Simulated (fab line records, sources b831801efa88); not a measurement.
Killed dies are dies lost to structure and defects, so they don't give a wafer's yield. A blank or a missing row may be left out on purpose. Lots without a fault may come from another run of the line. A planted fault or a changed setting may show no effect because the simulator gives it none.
One fault seen from 2 desks | flow gf180mcu | each desk has only its own numbers; what lay behind them comes last

THE METROLOGY DESK
What the gauges read, lot by lot, whatever tool the lot ran on: means of the sampled wafers that have a number. A lot is out of limits, marked OUT, if its mean lies more than 4 standard deviations from the usual mean; the brackets give that distance.
Columns: A = V4_W_RS at GF_V4_RS_MEAS_24, usual 0.328 ohm/sq; B = V4_W_THK at GF_V4_THK_MEAS_25, usual 364 nm
lot  | first seen here | A               | B
L182 | day 25 05:00    | 0.330           | 362
L188 | day 27 07:02    | 0.229 (-21) OUT | 534 (+28) OUT
L187 | day 27 12:05    | 0.231 (-21) OUT | 528 (+27) OUT
L189 | day 27 14:58    | 0.232 (-20) OUT | 524 (+26) OUT
L190 | day 27 22:34    | 0.329           | 363
L198 | day 30 02:14    | 0.334           | 357
L197 | day 30 04:19    | 0.328           | 367
L199 | day 30 11:23    | 0.328           | 365
L200 | day 30 12:42    | 0.326           | 365
L202 | day 31 04:46    | 0.333           | 357
This desk's finding: out of limits on L187, L188, L189; first on L188, day 27 07:02 (V4_W_RS at GF_V4_RS_MEAS_24). In limits: L182, L190, L198, L197, L199, L200, L202.

THE TOOL OWNER'S DESK: cvd_w-01
The tool's own readings at GF_V4_CVD_23 (deposits W, target thk 350 nm, time 104.9 s): means of the sampled wafers that have a number, for each lot that ran on this tool. A lot is out of limits, marked OUT, if its mean lies more than 4 standard deviations from the usual mean; the brackets give that distance.
Columns: A = chamber_pressure_Torr at GF_V4_CVD_23, usual 40.00 Torr; B = heater_power_w at GF_V4_CVD_23, usual 788 W
lot  | first seen here | A     | B
L188 | day 27 06:55    | 39.93 | 798
L187 | day 27 11:58    | 39.87 | 801
L189 | day 27 14:50    | 40.08 | 772
L198 | day 30 02:07    | 40.09 | 789
L197 | day 30 04:11    | 40.08 | 807
L199 | day 30 11:15    | 40.01 | 798
L200 | day 30 12:35    | 40.05 | 797
L202 | day 31 04:39    | 40.01 | 795
This desk's finding: nothing out of limits on any of the 8 lots.

PUT TOGETHER
The metrology desk could have raised an alarm at day 27 07:02, on L187, L188, L189.
The tool owner's desk saw nothing out of limits.
The tool owner's desk has L187, L188, L189 on record, within its limits.
Of the lots named, all ran GF_V4_CVD_23 on cvd_w-01.

WHAT THE SIMULATOR HAD PUT IN
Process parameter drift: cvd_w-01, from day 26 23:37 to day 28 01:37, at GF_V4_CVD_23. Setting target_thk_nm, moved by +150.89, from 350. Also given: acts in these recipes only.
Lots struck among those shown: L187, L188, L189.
Hours from the fault's start to each desk's first reading out of limits: the metrology desk, 7.
